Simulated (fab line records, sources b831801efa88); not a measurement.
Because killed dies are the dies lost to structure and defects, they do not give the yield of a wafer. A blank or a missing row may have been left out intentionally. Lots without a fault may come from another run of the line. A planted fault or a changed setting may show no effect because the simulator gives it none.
fab line records -- flow sky130
record: lots: 10, wafers: 30, last-day: 50
route steps=708 shown METAL4@630 VIA4@651 PAD_OPEN@708
lots that met no fault: taken from a fault-free run of the same line
start-h: hours from the record's first day to the start of the lot's first wafer shown -- wait-h: how many hours have passed since the lot's step before this one -- " unchanged from the row above -- L1.1+2: several wafers, shown together as one row -- - no value present, or no start provided -- * or withheld: withheld -- < > ~ a bound
route shown NAME@n: NAME is a module with steps in the file, n the number in the route of the first one -- usual: average and standard deviation across the fault-free wafers -- same: alike in all rows -- chamber/n: place in a boat -- sites: per-site readings -- _std_site: how widely they spread, as a standard deviation -- _edge_site: inner sites' mean taken away from outer sites' mean -- radius-mm: for every site, how far away it sits from the centre of the wafer -- mask NAME#n: copy n -- behind: tool/chamber where the wafer was last shaped -- hold: reason for holding the lot/hours on hold/outcome of the hold -- device: the n, p or np transistor that did not switch -- end of line: the tests these same wafers got at the end of their route -- for a step that has no rows: nothing shown but its recipe -- killed: dies lost to structure and defects at the first sort, not the wafer's yield -- map: per-die view of a wafer (x killed, . not killed, _ where there is no die)
set.NAME: setting as actually run; set.NAME@STEP: the setting as run at that earlier step -- model.NAME: the simulator's own value behind a step, which no gauge read
steps of the route over a sample of lots; a table a step, a row a wafer
services: when a tool's chamber went out of use (start-h, in hours from the record's first day, below 0 if earlier), for how many hours, and the reason
== steps ==
step: SKY_METAL4_OVL_MEAS_14
usual: METAL4_OVL: 1/5.4
lot.wafer,tool,chamber,start-h,wait-h,METAL4_OVL[nm]
L128.2,overlay-02,-,973.89,0.1,8
L128.4,overlay-02,-,973.89,0.1,2
L128.5,overlay-02,-,973.89,0.1,3
L131.1,overlay-01,-,998.67,0.1,3
L131.2,overlay-01,-,998.67,0.1,-4
L131.4,overlay-01,-,998.67,0.1,-3
L133.1,overlay-02,-,1013.87,0.1,11
L133.4,overlay-02,-,1013.87,0.1,3
L133.5,overlay-02,-,1013.87,0.1,6
L135.1,overlay-02,-,1032.06,0.1,11
L135.2,overlay-02,-,1032.06,0.1,7
L135.4,overlay-02,-,1032.06,0.1,5
L136.1,overlay-02,-,1037.03,0.1,-1
L136.3,overlay-02,-,1037.03,0.1,4
L136.6,overlay-02,-,1037.03,0.1,1
L138.1,overlay-02,-,1049.03,0.1,-5
L138.2,overlay-02,-,1049.03,0.1,3
L138.6,overlay-02,-,1049.03,0.1,-6
L143.1,overlay-02,-,1078.31,0.1,6
L143.5,overlay-02,-,1078.31,0.1,2
L143.6,overlay-02,-,1078.31,0.1,1
L149.1,overlay-01,-,1118.63,0.1,1
L149.4,overlay-01,-,1118.63,0.1,4
L149.5,overlay-01,-,1118.63,0.1,-7
L150.3,overlay-02,-,1121.22,0.1,2
L150.5,overlay-02,-,1121.22,0.1,-6
L150.6,overlay-02,-,1121.22,0.1,-4
L151.1,overlay-02,-,1126.78,0.1,2
L151.3,overlay-02,-,1126.78,0.1,-7
L151.5,overlay-02,-,1126.78,0.1,-7
step: SKY_METAL4_METAL_ETCH_18
recipe: target-depth-a: 8450, stop-on: SiO2, over-etch-frac: 0.3, time-s: 183.1, chemistry: Cl2/BCl3, resist-sidewall-deg: 88, pressure-mtorr: 10, icp-w: 900, bias-w: 48.5, Cl2_flow_sccm: 60, bcl3-flow-sccm: 30
usual: chamber-pressure-mTorr: 10.000/0.0088, drypump-motor-current-A: 6.1/0.49, oes-product-au: 0.866/0.0059, run-length-s: 211.3/0.4, throttle-valve-pct: 22.265/0.0089
lot.wafer,tool,chamber,start-h,wait-h,chamber-pressure-mTorr,drypump-motor-current-A,oes-product-au,rf-hours-counter-h,run-length-s,throttle-valve-pct
L128.2,rie-metal-01,1,974.13,0.1,10.010,6.7,0.868,-,211.4,22.259
L128.4,rie-metal-01,1,974.13,0.1,9.999,6.7,0.863,-,211.7,22.271
L128.5,rie-metal-01,1,974.13,0.1,10.009,6.7,0.870,-,211.4,22.273
L131.1,rie-metal-02,0,998.90,0.0,10.002,5.9,0.863,8,212.3,22.251
L131.2,rie-metal-02,1,998.90,0.0,9.987,5.2,0.861,16,211.3,22.275
L131.4,rie-metal-02,1,998.90,0.0,9.992,5.3,0.869,-,211.1,22.277
L133.1,rie-metal-04,1,1014.06,0.0,9.988,6.6,0.871,18,210.9,22.276
L133.4,rie-metal-04,0,1014.06,0.0,10.007,6.0,0.866,-,210.8,22.269
L133.5,rie-metal-04,1,1014.06,0.0,10.003,6.6,0.866,-,210.4,22.269
L135.1,rie-metal-04,1,1032.24,0.0,10.004,6.6,0.873,19,210.6,22.272
L135.2,rie-metal-04,0,1032.24,0.0,10.003,6.0,0.864,13,210.9,22.276
L135.4,rie-metal-04,1,1032.24,0.0,10.000,6.6,0.869,-,210.5,22.278
L136.1,rie-metal-04,0,1037.22,0.0,9.996,6.0,0.863,13,211.3,22.270
L136.3,rie-metal-04,0,1037.22,0.0,10.006,6.0,0.863,-,211.3,22.262
L136.6,rie-metal-04,0,1037.22,0.0,10.014,6.0,0.862,-,211.1,22.271
L138.1,rie-metal-04,0,1049.22,0.0,9.993,6.1,0.870,14,211.1,22.271
L138.2,rie-metal-04,1,1049.22,0.0,10.010,6.6,0.869,19,210.8,22.278
L138.6,rie-metal-04,0,1049.22,0.0,9.999,6.0,0.860,-,210.9,22.260
L143.1,rie-metal-04,1,1078.49,0.0,9.993,6.6,0.780,22,249.1,22.259
L143.5,rie-metal-04,0,1078.49,0.0,10.021,6.0,0.862,-,211.2,22.274
L143.6,rie-metal-04,1,1078.49,0.0,10.020,6.6,0.862,-,210.9,22.259
L149.1,rie-metal-02,0,1118.82,0.0,10.017,5.9,0.852,16,211.6,22.288
L149.4,rie-metal-02,1,1118.82,0.0,9.993,5.3,0.860,-,211.3,22.254
L149.5,rie-metal-02,0,1118.82,0.0,9.998,5.9,0.856,-,211.6,22.251
L150.3,rie-metal-02,1,1121.45,0.1,10.007,5.3,0.870,-,211.5,22.266
L150.5,rie-metal-02,1,1121.45,0.1,9.999,5.3,0.859,-,211.5,22.275
L150.6,rie-metal-02,0,1121.45,0.1,10.006,5.9,0.861,-,211.9,22.259
L151.1,rie-metal-02,1,1126.97,0.0,9.989,5.3,0.867,25,211.2,22.267
L151.3,rie-metal-02,1,1126.97,0.0,9.999,5.3,0.870,-,211.2,22.275
L151.5,rie-metal-02,0,1126.97,0.0,9.992,5.9,0.873,-,211.8,22.248
step: SKY_METAL4_STRIP_19
recipe: chemistry: O2/N2, power-w: 1400, pressure-mtorr: 1500, platen-temp-c: withheld, o2-flow-sccm: 3000, n2-flow-sccm: 300, overash-fraction: 0.5
usual: chamber-pressure-mTorr: 1500.1/1.4, drypump-motor-current-A: 5.6/0.42, oes-product-au: 0.501/0.0053, strip-time-to-endpoint-s: 6.50/0.071
same: overash-fraction: 0.5
lot.wafer,tool,chamber,start-h,wait-h,chamber-pressure-mTorr,drypump-motor-current-A,oes-product-au,rf-hours-counter-h,strip-time-to-endpoint-s
L128.2,plasma-asher-01,0,974.42,0.2,1500.6,5.2,0.500,53,6.59
L128.4,plasma-asher-01,0,974.42,0.2,1501.0,5.2,0.508,-,6.68
L128.5,plasma-asher-01,1,974.42,0.2,1501.9,6.1,0.509,-,6.58
L131.1,plasma-asher-01,1,999.08,0.1,1499.8,6.0,0.495,56,6.48
L131.2,plasma-asher-01,0,999.08,0.1,1499.6,5.2,0.502,56,6.42
L131.4,plasma-asher-01,1,999.08,0.1,1500.8,6.0,0.496,-,6.49
L133.1,plasma-asher-03,1,1014.24,0.1,1499.6,5.4,0.499,83,6.52
L133.4,plasma-asher-03,1,1014.24,0.1,1499.3,5.4,0.498,-,6.35
L133.5,plasma-asher-03,0,1014.24,0.1,1497.8,6.1,0.507,-,6.47
L135.1,plasma-asher-04,0,1032.42,0.1,1498.2,5.6,0.498,31,6.54
L135.2,plasma-asher-04,1,1032.42,0.1,1501.7,5.0,0.499,31,6.50
L135.4,plasma-asher-04,1,1032.42,0.1,1500.6,5.0,0.503,-,6.50
L136.1,plasma-asher-03,0,1037.57,0.3,1499.1,6.1,0.509,86,6.51
L136.3,plasma-asher-03,0,1037.57,0.3,1500.1,6.1,0.504,-,6.50
L136.6,plasma-asher-03,0,1037.57,0.3,1498.4,6.1,0.499,-,6.55
L138.1,plasma-asher-04,1,1049.40,0.1,1499.9,5.0,0.504,32,6.58
L138.2,plasma-asher-04,0,1049.40,0.1,1503.4,5.6,0.516,32,6.71
L138.6,plasma-asher-04,0,1049.40,0.1,1499.0,5.6,0.500,-,6.58
L143.1,plasma-asher-04,0,1078.67,0.1,1498.4,5.6,0.449,36,5.36
L143.5,plasma-asher-04,1,1078.67,0.1,1499.9,5.0,0.500,-,6.45
L143.6,plasma-asher-04,0,1078.67,0.1,1497.5,5.6,0.500,-,6.52
L149.1,plasma-asher-03,1,1119.00,0.1,1500.7,5.4,0.503,93,6.48
L149.4,plasma-asher-03,0,1119.00,0.1,1499.2,6.1,0.502,-,6.49
L149.5,plasma-asher-03,0,1119.00,0.1,1500.5,6.1,0.501,-,6.49
L150.3,plasma-asher-03,0,1121.60,0.1,1497.2,6.1,0.509,-,6.55
L150.5,plasma-asher-03,0,1121.60,0.1,1499.4,6.1,0.500,-,6.53
L150.6,plasma-asher-03,1,1121.60,0.1,1499.6,5.3,0.506,-,6.60
L151.1,plasma-asher-01,0,1127.15,0.1,1500.6,5.2,0.500,69,6.42
L151.3,plasma-asher-01,0,1127.15,0.1,1500.4,5.2,0.503,-,6.44
L151.5,plasma-asher-01,0,1127.15,0.1,1500.4,5.2,0.496,-,6.41
step: SKY_VIA4_ETCH_12
recipe: target: SiO2, chemistry: C4F8/O2/Ar, stop-on: TiN, mask-material: NOVOLAK, source-w: 1500, bias-w: 1200, pressure-mtorr: 40, c4f8-flow-sccm: withheld, O2_flow_sccm: 6, Ar_flow_sccm: 300, time-s: withheld, target-depth-a: 5800
usual: chamber-pressure-mTorr: 40.00/0.034, oes-product-au: 0.926/0.0044
lot.wafer,tool,chamber,start-h,wait-h,chamber-pressure-mTorr,oes-product-au
L128.2,rie-diel-02,0,999.40,0.0,39.99,0.927
L128.4,rie-diel-02,2,999.40,0.0,40.00,0.929
L128.5,rie-diel-02,2,999.40,0.0,39.97,0.927
L131.1,rie-diel-03,2,1023.17,0.0,39.95,0.929
L131.2,rie-diel-03,3,1023.17,0.0,39.99,0.924
L131.4,rie-diel-03,1,1023.17,0.0,39.99,0.928
L133.1,rie-diel-02,3,1037.55,0.0,39.93,0.928
L133.4,rie-diel-02,1,1037.55,0.0,39.99,0.927
L133.5,rie-diel-02,0,1037.55,0.0,39.98,0.924
L135.1,rie-diel-03,3,1056.09,0.0,40.02,0.926
L135.2,rie-diel-03,0,1056.09,0.0,39.96,0.927
L135.4,rie-diel-03,0,1056.09,0.0,40.03,0.929
L136.1,rie-diel-04,2,1060.04,0.0,40.07,0.924
L136.3,rie-diel-04,3,1060.04,0.0,40.02,0.939
L136.6,rie-diel-04,2,1060.04,0.0,40.00,0.927
L138.1,rie-diel-03,0,1071.72,0.0,40.08,0.927
L138.2,rie-diel-03,3,1071.72,0.0,40.00,0.921
L138.6,rie-diel-03,1,1071.72,0.0,40.02,0.919
L143.1,rie-diel-03,3,1099.65,0.0,39.97,0.925
L143.5,rie-diel-03,0,1099.65,0.0,40.00,0.931
L143.6,rie-diel-03,1,1099.65,0.0,40.01,0.929
L149.1,rie-diel-02,2,1139.19,0.0,40.00,0.935
L149.4,rie-diel-02,1,1139.19,0.0,40.04,0.928
L149.5,rie-diel-02,0,1139.19,0.0,40.03,0.926
L150.3,rie-diel-02,0,1141.87,0.0,40.04,0.921
L150.5,rie-diel-02,0,1141.87,0.0,40.06,0.928
L150.6,rie-diel-02,1,1141.87,0.0,40.02,0.925
L151.1,rie-diel-02,3,1146.29,0.0,39.95,0.932
L151.3,rie-diel-02,1,1146.29,0.0,40.04,0.924
L151.5,rie-diel-02,0,1146.29,0.0,40.03,0.919
step: SKY_VIA4_SPUTTER_17
recipe: material: TiN, target-thk-nm: 20, chamber-pressure-pa: 5, power-w: 4000, time-s: 80
usual: cathode-dc-power-W: 4000.1/0.65, throttle-valve-pct: 29.3/1
lot.wafer,tool,chamber,start-h,wait-h,cathode-dc-power-W,throttle-valve-pct
L128.2,pvd-sputter-01,-,1000.08,0.0,4000.2,29.9
L128.4,pvd-sputter-01,-,1000.08,0.0,3999.7,27.4
L128.5,pvd-sputter-01,-,1000.08,0.0,4000.2,30.8
L131.1,pvd-sputter-01,-,1023.84,0.0,4000.2,29.3
L131.2,pvd-sputter-01,-,1023.84,0.0,3998.9,27.5
L131.4,pvd-sputter-01,-,1023.84,0.0,4000.1,28.9
L133.1,pvd-sputter-01,-,1038.21,0.0,4000.9,29.1
L133.4,pvd-sputter-01,-,1038.21,0.0,4000.6,27.5
L133.5,pvd-sputter-01,-,1038.21,0.0,3999.2,30.0
L135.1,pvd-sputter-03,-,1056.75,0.0,4000.4,29.3
L135.2,pvd-sputter-03,-,1056.75,0.0,3999.6,30.3
L135.4,pvd-sputter-03,-,1056.75,0.0,3999.8,28.3
L136.1,pvd-sputter-03,-,1060.70,0.0,4000.0,30.2
L136.3,pvd-sputter-03,-,1060.70,0.0,3999.5,30.0
L136.6,pvd-sputter-03,-,1060.70,0.0,3999.5,28.6
L138.1,pvd-sputter-03,-,1072.43,0.0,4000.6,30.4
L138.2,pvd-sputter-03,-,1072.43,0.0,4001.1,30.0
L138.6,pvd-sputter-03,-,1072.43,0.0,4000.6,29.4
L143.1,pvd-sputter-03,-,1100.31,0.0,3999.6,30.0
L143.5,pvd-sputter-03,-,1100.31,0.0,3999.1,29.3
L143.6,pvd-sputter-03,-,1100.31,0.0,3999.8,28.5
L149.1,pvd-sputter-01,-,1139.86,0.0,4001.0,30.0
L149.4,pvd-sputter-01,-,1139.86,0.0,4000.1,27.4
L149.5,pvd-sputter-01,-,1139.86,0.0,4000.3,27.3
L150.3,pvd-sputter-03,-,1142.54,0.0,3999.1,29.2
L150.5,pvd-sputter-03,-,1142.54,0.0,3999.9,28.3
L150.6,pvd-sputter-03,-,1142.54,0.0,3999.6,29.3
L151.1,pvd-sputter-01,-,1146.96,0.0,4000.1,29.0
L151.3,pvd-sputter-01,-,1146.96,0.0,4000.1,30.0
L151.5,pvd-sputter-01,-,1146.96,0.0,4000.4,29.2
step: SKY_PAD_OPEN_PROBE_99
usual: defect-limited-yield: 82.7/2, killed_at_M0_to_M3: 42/7.7, killed_at_M4_up: 3.1/1.9, killed-at-contacts: 24/4.9, killed-at-front-end: 15/4.6, killed-at-other: 0.3/0.51, killed-dies: 85/9.9, killed-open: 47/7.1, killed-short: 38/6.7, sort_bin_3_pad_short: 0.9/0.46, sort_bin_5_function: 10.1/1.5, sort_bin_6_memory: 6.3/1.1, sort-n-pass: 407/9.9, sort-yield-pct: 82.7/2
same: gross-dies: 492, killed-at-back-side: 0, sort_bin_4_leakage[%]: 0, sort_bin_8_speed[%]: 0
lot.wafer,tool,chamber,start-h,wait-h,defect-limited-yield[%],killed_at_M0_to_M3,killed_at_M4_up,killed-at-contacts,killed-at-front-end,killed-at-other,killed-dies,killed-open,killed-short,sort_bin_3_pad_short[%],sort_bin_5_function[%],sort_bin_6_memory[%],sort-n-pass,sort-yield-pct[%]
L143.1,prober-02,-,1161.17,0.1,82.9,52,2,21,9,0,84,38,45,0.8,11.2,5.1,408,82.9
L143.5,prober-02,-,1161.37,0.2,84.3,34,4,21,18,0,77,43,34,0.6,9.6,5.5,415,84.3
L143.6,prober-02,-,1161.42,0.2,82.5,51,1,21,13,0,86,41,45,1.2,10.4,5.9,406,82.5
killed by level:class
L143.1 VIA1:geometric-particle:open=12 CONTACT:geometric-particle:open=11 METAL2:geometric-particle:short=9 VIA1:geometric-particle:short=7 VIA2:geometric-particle:short=7 VIA3:geometric-particle:open=5 LOCAL_INTERCONNECT:geometric-particle:short=4 CONTACT:geometric-particle:short=4
L143.5 VIA1:geometric-particle:open=10 CONTACT:geometric-particle:open=6 METAL3:geometric-particle:short=5 POLY_GATE:geometric-particle:short=4 POLY_GATE:geometric-particle:open=4 LI_CONTACT:geometric-particle:open=4 LOCAL_INTERCONNECT:geometric-particle:short=4 CONTACT:geometric-particle:short=4
L143.6 VIA1:geometric-particle:open=14 METAL2:geometric-particle:short=10 CONTACT:geometric-particle:short=7 CONTACT:geometric-particle:open=6 VIA1:geometric-particle:short=6 LI_CONTACT:geometric-particle:open=4 VIA3:geometric-particle:open=4 METAL1:geometric-particle:short=3
== services ==
tool,chamber,start-h,hours,kind
plasma-asher-04,-,950.83,1.7,repair
rie-metal-02,-,966.62,2.8,pm
rie-diel-03,0,969.44,8.1,repair
pvd-sputter-03,-,984.69,34.5,repair
pvd-sputter-03,-,994.92,0.7,repair
rie-diel-03,3,1006.93,9.6,repair
rie-diel-04,0,1010.75,2.0,repair
rie-metal-04,-,1026.02,0.4,repair
rie-diel-03,3,1030.42,2.0,repair
rie-metal-04,1,1035.49,5.6,repair
plasma-asher-04,-,1039.85,5.7,repair
plasma-asher-01,-,1042.12,5.5,repair
pvd-sputter-03,-,1047.43,2.6,repair
rie-diel-03,2,1049.75,64.1,repair
rie-diel-02,-,1051.49,28.1,pm
plasma-asher-03,-,1059.28,12.8,pm
plasma-asher-01,-,1069.16,0.4,repair
plasma-asher-01,-,1091.55,2.4,repair
rie-diel-03,1,1093.05,5.8,repair
rie-diel-02,-,1101.28,0.8,repair
rie-diel-02,0,1112.33,8.2,repair
rie-diel-02,2,1122.83,14.1,repair
rie-diel-02,0,1126.77,8.1,repair
rie-diel-02,3,1135.22,8.6,repair
== key ==
first-sign: step: SKY_METAL4_METAL_ETCH_18, reading: run-length-s, direction: up, sigmas: 94, usual: *, struck: *
effect: step: SKY_METAL4_METAL_ETCH_18, reading: oes-product-au, direction: down, sigmas: 15, usual: 0.866, struck: 0.780
effect: step: SKY_METAL4_STRIP_19, reading: strip-time-to-endpoint-s, direction: down, sigmas: 16, usual: *, struck: *
met-at SKY_METAL4_METAL_ETCH_18
struck-lots L143
struck-wafers L143.1
not-acting-at SKY_METAL4_OVL_MEAS_14,SKY_VIA4_ETCH_12,SKY_VIA4_SPUTTER_17
onset-between 1049.22 1078.49
fault: kind: process-parameter-drift, tool: rie-metal-04, chamber: -, onset-h: 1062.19, steps: SKY_METAL4_METAL_ETCH_18, channel: time-s, offset: *, shape: step, end-h: 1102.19, scope: struck-wafers-only, acts-in: *, stated: *
